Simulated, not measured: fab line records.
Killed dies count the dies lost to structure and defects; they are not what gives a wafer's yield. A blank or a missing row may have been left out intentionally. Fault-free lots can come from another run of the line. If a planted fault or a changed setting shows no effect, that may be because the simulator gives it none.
A struck lot beside a sound one    flow sky130    14 out of 708 route steps
Sound: these wafers, L385.3, L385.4, L385.6. Wafers struck: L381.2, L381.3, L381.4. The cause is given at the end.
For every step that has rows: the tool of each side, followed by ch and its chambers, followed by its first start. Under that, the readings that differ: sound wafers    struck wafers    difference of the means    sigmas: that difference in standard deviations of wafers without a fault.
alike: words and numbers the same on both sides, and readings whose means are apart by under 2 such deviations; not compared: readings that were withheld, readings missing a value for some wafer, numbers with overlapping values and no deviation given by the record, and bounds like >300 which may hide the same value.
The two part at a step that has a row with sigmas, a row that says differs or no value, or rows on one side only. When numbers do not overlap yet have no deviation, they are printed without sigmas and do not part them. Lack of a reading on every wafer of one side parts them only where that side has two or more wafers.

SKY_CAPM_OVL_MEAS_12:
  sound on overlay-01, day 40 07:52; struck on overlay-01, day 39 18:59
  alike: CAPM_OVL
SKY_CAPM_METAL_ETCH_13: etches TiN in Cl2/BCl3, stops on SiO2, target depth 220 nm, time 62.9 s.
  sound on rie-metal-01 ch 0,1, day 40 07:55; struck on rie-metal-01 ch 0,1, day 39 19:01
  alike: drypump-motor-current-A, oes-product-au, rf-fwd-power-W, throttle-valve-pct
  not compared: rf-hours-counter-h
SKY_CAPM_STRIP_14: strips in O2/N2.
  sound on plasma-asher-01 ch 0,1, day 40 08:00; struck on plasma-asher-02 ch 0,1, day 39 19:06
reading                      sound        struck       difference  sigmas
drypump-motor-current-A (A)  6.3 6.2 6.2  4.9 5.7 4.9  -1.1        -2
  alike: oes-product-au, strip-time-to-endpoint-s
  not compared: rf-hours-counter-h
then, 9 steps without rows for these wafers: SKY_CAPM_STRIP_15 (strips in post etch residue remover, time 1200 s); SKY_CAPM_CLEAN_16 (cleans in IPA, time 180 s); SKY_CAPM_CLEAN_17 (cleans in O3/DIW); SKY_METAL3_DEHYDRATE_05 (time 60 s); SKY_METAL3_HMDS_06 (prime time 60 s); SKY_METAL3_COAT_07 (resist thk 60 nm); SKY_METAL3_COAT_08 (resist thk 1140 nm); SKY_METAL3_SOFTBAKE_09 (time 90 s); SKY_METAL3_EXPOSE_10 (exposes mask MM3, target cd 300 nm).
SKY_METAL3_PEB_11:
  sound on litho-track-04 ch 0, day 41 07:00; struck on litho-track-01, day 40 19:00
reading          sound           struck  difference                     sigmas
exhaust-pa (Pa)  44.7 44.9 44.2  - - -   no value on the struck wafers  
  not compared: chill-plate-temp-C
then, 1 step without rows for these wafers: SKY_METAL3_DEVELOP_12 (develop time 60 s).

WHERE THEY PART
Earliest at SKY_CAPM_STRIP_14; latest, in this record, at SKY_METAL3_PEB_11.

WHY: what had been put in by the simulator
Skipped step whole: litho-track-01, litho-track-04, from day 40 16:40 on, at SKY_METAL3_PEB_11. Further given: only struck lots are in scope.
